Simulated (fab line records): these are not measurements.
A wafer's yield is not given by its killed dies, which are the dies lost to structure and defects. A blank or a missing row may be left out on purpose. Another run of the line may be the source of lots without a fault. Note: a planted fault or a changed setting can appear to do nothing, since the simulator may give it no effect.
Lot-split experiment + flow gf180mcu + 23 wafers read across 5 lots, on a route 602 steps long

## ABOUT THE SPLIT
At GF_HV_LDD_COAT_02 (resist thk 1000 nm), the setting resist-thk-nm was moved away from the recipe's 1000 nm on 8 of the 23 wafers read, by -2.9% to +5.8%. This setting was run at the recipe's value on the other wafers.

The split's own step is where the reading is taken.

## THE READING
NOVOLAK_of_HV_LDD_COAT_02.thk-nm (the simulator's own value, which no gauge read), in nm, at GF_HV_LDD_COAT_02 (resist thk 1000 nm). The file does not state a usual value for it. Here, 15 wafers ran the recipe; their average is 998.2 nm with a standard deviation of 2.6 nm.

| wafer  | tool, chamber at the split | resist-thk-nm as run, nm | against the recipe | NOVOLAK_of_HV_LDD_COAT_02.thk-nm, nm | against lot-mates on the recipe |
|--------|----------------------------|--------------------------|--------------------|--------------------------------------|---------------------------------|
| L074.1 | litho-track-02, 0          | 1000                     | recipe             | 995.6                                | -                               |
| L074.2 | litho-track-02, 0          | 1000                     | recipe             | 998.3                                | -                               |
| L074.3 | litho-track-02, 0          | 1000                     | recipe             | 998                                  | -                               |
| L078.1 | litho-track-03, 0          | 1022                     | +2.2%              | 1022                                 | +21.6                           |
| L078.2 | litho-track-03, 0          | 1000                     | recipe             | 1002                                 | -                               |
| L078.3 | litho-track-03, 0          | 1022                     | +2.2%              | 1023                                 | +22.6                           |
| L078.4 | litho-track-03, 0          | 1000                     | recipe             | 998.8                                | -                               |
| L078.6 | litho-track-03, 0          | 1022                     | +2.2%              | 1021                                 | +20.6                           |
| L081.1 | litho-track-02, 0          | 1000                     | recipe             | 1000                                 | -                               |
| L081.4 | litho-track-02, 0          | 1000                     | recipe             | 1000                                 | -                               |
| L081.3 | litho-track-02, 0          | 970.5                    | -2.9%              | 969.5                                | -30.8                           |
| L081.5 | litho-track-02, 0          | 1000                     | recipe             | 1001                                 | -                               |
| L081.6 | litho-track-02, 0          | 970.5                    | -2.9%              | 973.4                                | -26.9                           |
| L082.1 | litho-track-02, 0          | 1000                     | recipe             | 995.8                                | -                               |
| L082.3 | litho-track-02, 0          | 1000                     | recipe             | 997.4                                | -                               |
| L082.4 | litho-track-02, 0          | 1000                     | recipe             | 992.9                                | -                               |
| L082.5 | litho-track-02, 0          | 1000                     | recipe             | 994.5                                | -                               |
| L082.6 | litho-track-02, 0          | 1000                     | recipe             | 997.6                                | -                               |
| L085.1 | litho-track-04, 0          | 1058                     | +5.8%              | 1056                                 | +55.8                           |
| L085.2 | litho-track-04, 0          | 1058                     | +5.8%              | 1058                                 | +57.8                           |
| L085.3 | litho-track-04, 0          | 1058                     | +5.8%              | 1058                                 | +57.8                           |
| L085.4 | litho-track-04, 0          | 1000                     | recipe             | 998.4                                | -                               |
| L085.6 | litho-track-04, 0          | 1000                     | recipe             | 1002                                 | -                               |

THE FIT
A straight line over all 23 wafers: NOVOLAK_of_HV_LDD_COAT_02.thk-nm changes by +10 nm for each +1% of resist-thk-nm; r = +0.99; the points scatter about the line by 2.5 nm.
The same after taking each lot's own level away (the mean of its wafers on the recipe; 23 wafers): +9.84 nm for each +1%; r = +1.00; scatter 1.5 nm.
On that fit, the largest move of resist-thk-nm shifts the reading by 57 nm.
From 995.64 to 1000.40 nm: that is the span of the lots' own levels, equal to 1.9 times the standard deviation above.
The two slopes agree, so the slope changes little with the lot-to-lot level.
Check: for one of the wafers moved furthest among these (+5.8%), held out of the fit, the line's prediction against its lot-mates is +57.5 nm. Against them it came out at +55.8 nm.

## ADDITIONAL SPLITS CARRIED BY THESE WAFERS
Note: prior to the reading, these wafers also went through further splits. Each is held against what the fit with the lots' levels taken away leaves over:
| other split on the same wafers      | wafers away from the commonest value | r with NOVOLAK_of_HV_LDD_COAT_02.thk-nm (lot level and that fit taken away) |
|-------------------------------------|--------------------------------------|-----------------------------------------------------------------------------|
| GF_STI_OXIDATION_01 temp-c          | 15                                   | -0.01                                                                       |
| GF_NWELL_EXPOSE_04 dose-mj          | 6                                    | +0.53                                                                       |
| GF_NWELL_IMPLANT_09 energy-kev      | 5                                    | -0.03                                                                       |
| GF_MVPSD_SOFTBAKE_03 temp-c         | 7                                    | +0.30                                                                       |
| GF_MVPSD_IMPLANT_09 dose-cm2        | 7                                    | +0.00                                                                       |
| GF_VT_IMPLANT_IMPLANT_08 energy-kev | 9                                    | +0.06                                                                       |
| GF_VT_IMPLANT_SOFTBAKE_14 temp-c    | 10                                   | +0.02                                                                       |
| GF_VT_IMPLANT_IMPLANT_19 tilt-deg   | 6                                    | -0.06                                                                       |
| GF_VT_IMPLANT_SOFTBAKE_36 temp-c    | 11                                   | -0.15                                                                       |
| GF_VT_IMPLANT_IMPLANT_41 energy-kev | 8                                    | -0.13                                                                       |

## THE WHOLE CHAIN: every reading that the file lists as answering this split, in the file's order
| step               | what it does       | reading                                                                           | change (the file's fit)              | r (the file's) |
|--------------------|--------------------|-----------------------------------------------------------------------------------|--------------------------------------|----------------|
| GF_HV_LDD_COAT_02  | resist thk 1000 nm | NOVOLAK_of_HV_LDD_COAT_02.thk-nm (the simulator's own value, which no gauge read) | +9.84 nm for each +1% of the setting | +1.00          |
| GF_HV_LDD_STRIP_10 | strips in O2/N2    | strip-time-to-endpoint-s                                                          | withheld for each +1% of the setting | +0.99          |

## FILE'S OWN FIT
NOVOLAK_of_HV_LDD_COAT_02.thk-nm changes by +9.84 nm for each +1% of resist-thk-nm, r = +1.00.
